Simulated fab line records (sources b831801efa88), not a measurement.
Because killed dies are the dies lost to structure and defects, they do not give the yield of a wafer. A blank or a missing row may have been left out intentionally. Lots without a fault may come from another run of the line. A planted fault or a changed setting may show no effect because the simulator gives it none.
A struck lot beside a sound one || flow sky130 || 26 out of 708 route steps
Sound: these wafers, L248.1, L248.2, L248.6. Struck: wafer L259.5 (left out: L259.2, L259.3 of the same lot, which were not struck); the cause appears at the end.
Order at every step that has rows: each side's tool, ch and its chambers, its first start. Under that, the readings that differ: sound wafers || struck wafers || difference of the means || sigmas: that difference in standard deviations of wafers without a fault.
alike: readings whose means differ by less than 2 such deviations, and words and numbers that are the same on both sides. not compared: withheld readings, readings that some wafer has no value for, bounds like >300 that may hide the same value, and numbers for which the record gives no deviation and whose values overlap.
A row with sigmas, a row that says differs or no value, or rows on one side alone: a step with any of these is where the two part. When numbers do not overlap yet have no deviation, they are printed without sigmas and do not part them. Lack of a reading on every wafer of one side parts them only where that side has two or more wafers.

first, 8 steps without rows for these wafers: SKY_FIELD_ISO_DEHYDRATE_05 (time 60 s); SKY_FIELD_ISO_HMDS_06 (prime time 60 s); SKY_FIELD_ISO_COAT_07 (resist thk 60 nm); SKY_FIELD_ISO_COAT_08 (resist thk 450 nm); SKY_FIELD_ISO_SOFTBAKE_09 (time 90 s); SKY_FIELD_ISO_EXPOSE_10 (exposes mask FOM, target cd 150 nm); SKY_FIELD_ISO_PEB_11; SKY_FIELD_ISO_DEVELOP_12 (develop time 60 s).
SKY_FIELD_ISO_CD_MEAS_13: the cd target is 150 nm.
  struck on cd-sem-01, day 5 07:01; sound on cd-sem-02, day 2 20:37
  alike: cd-nm
SKY_FIELD_ISO_ETCH_14: etches BARC in N2/H2, stops on SiO2, time 45.9 s, target depth 60 nm.
  sound on rie-diel-02 ch 2,3, day 2 20:44; struck on rie-diel-04 ch 1, day 5 07:07
  alike: drypump-motor-current-A, oes-product-au, rf-fwd-power-W, throttle-valve-pct
  not compared: rf-hours-counter-h
SKY_FIELD_ISO_ETCH_15: etches the open film in CHF3/O2, stops on Si, target depth 180 nm, time 72 s.
  sound on rie-diel-02 ch 2,3, day 2 20:47; struck on rie-diel-04 ch 1, day 5 07:10
{"reading": "rf-fwd-power-W (W)", "sound": "595.8 592.0 594.4", "struck": 598.6, "difference": "+4.5", "sigmas": "+2"}
  alike: drypump-motor-current-A, oes-product-au, throttle-valve-pct
  not compared: rf-hours-counter-h
SKY_FIELD_ISO_STRIP_16: strips in O2/N2.
  sound on plasma-asher-03 ch 0,1, day 2 20:50; struck on plasma-asher-03 ch 1, day 5 07:13
  alike: drypump-motor-current-A, oes-product-au, strip-time-to-endpoint-s
  not compared: rf-hours-counter-h
SKY_FIELD_ISO_ETCH_17: etches Si in HBr/Cl2/O2, target depth 342 nm, time 97.7 s.
  sound on rie-si-01 ch 0,2,3, day 2 20:56; struck on rie-si-02 ch 3, day 5 07:19
{"reading": "oes-product-au (a.u.)", "sound": "1.005 1.007 1.000", "struck": 1.412, "difference": "+0.408", "sigmas": "+44"}
{"reading": "throttle-valve-pct (%)", "sound": "25.658 25.644 25.649", "struck": 25.402, "difference": -0.248, "sigmas": -25}
{"reading": "model.FIELD_ISO.feature-depth-nm (nm)", "sound": "345.7 348.2 347.9", "struck": 557.5, "difference": "+210.2", "sigmas": ""}
{"reading": "model.etch.depth-nm (nm)", "sound": "345.7 348.2 347.9", "struck": 557.5, "difference": "+210.2", "sigmas": ""}
{"reading": "model.Si3N4_of_FIELD_ISO_CVD_03.thk-nm (nm)", "sound": "146.4 146.7 145.9", "struck": 141.2, "difference": -5.1, "sigmas": ""}
  alike: drypump-motor-current-A, rf-fwd-power-W
  not compared: rf-hours-counter-h
then, 5 steps without rows for these wafers: SKY_FIELD_ISO_WET_ETCH_18 (etches Si3N4 in H3PO4, target depth 25 nm, time 286 s); SKY_FIELD_ISO_CLEAN_19 (cleans in SC1/SC2, time 150 s); SKY_FIELD_ISO_CLEAN_20 (cleans in dHF, time 19.36 s); SKY_FIELD_ISO_WET_ETCH_21 (etches SiO2 in dHF, target depth 20 nm, time 400 s); SKY_FIELD_ISO_OXIDATION_22 (stabilise 600 s, purge 300 s, target thk 10 nm).
SKY_FIELD_ISO_THK_MEAS_23:
  struck on film-metro-01, day 5 10:11; sound on film-metro-02, day 3 00:25
  alike: FIELD_ISO_OXIDATION_01_THK
then, 1 step without rows for these wafers: SKY_FIELD_ISO_CVD_24 (deposits SiO2, target thk 595 nm, time 99.2 s).
SKY_FIELD_ISO_THK_MEAS_25:
  struck on film-metro-03, day 5 10:19; sound on film-metro-01, day 3 00:32
  alike: FIELD_ISO_CVD_24_THK
then, 1 step without rows for these wafers: SKY_FIELD_ISO_ANNEAL_26 (time 1800 s).
SKY_FIELD_ISO_CMP_27: polishes, stops on Si3N4, t overpolish 16 s, target thk 457.8 nm.
  sound on cmp-02 ch 2,3, day 3 03:26; struck on cmp-02 ch 3, day 5 13:14
  alike: motor-current-A
SKY_FIELD_ISO_WET_ETCH_28: etches SiO2 in dHF, target depth 23.7 nm, time 47 s.
  sound on wet-bench-04 ch 0, day 3 03:44; struck on wet-bench-03 ch 2, day 5 13:29
{"reading": "model.Si3N4_of_FIELD_ISO_CVD_03.thk-nm (nm)", "sound": "115.8 116.1 115.3", "struck": 110.2, "difference": -5.5, "sigmas": ""}
then, 1 step without rows for these wafers: SKY_FIELD_ISO_WET_ETCH_29 (etches Si3N4 in H3PO4, target depth 160 nm, time 1825 s).
SKY_PAD_OPEN_PROBE_99:
  rows exist in the record for the sound wafers here (prober-02, day 47 14:33), none for the struck ones

== WHERE THEY PART ==
Earliest at SKY_FIELD_ISO_ETCH_15; latest, in this record, at SKY_PAD_OPEN_PROBE_99.

WHY: whatever the simulator had introduced
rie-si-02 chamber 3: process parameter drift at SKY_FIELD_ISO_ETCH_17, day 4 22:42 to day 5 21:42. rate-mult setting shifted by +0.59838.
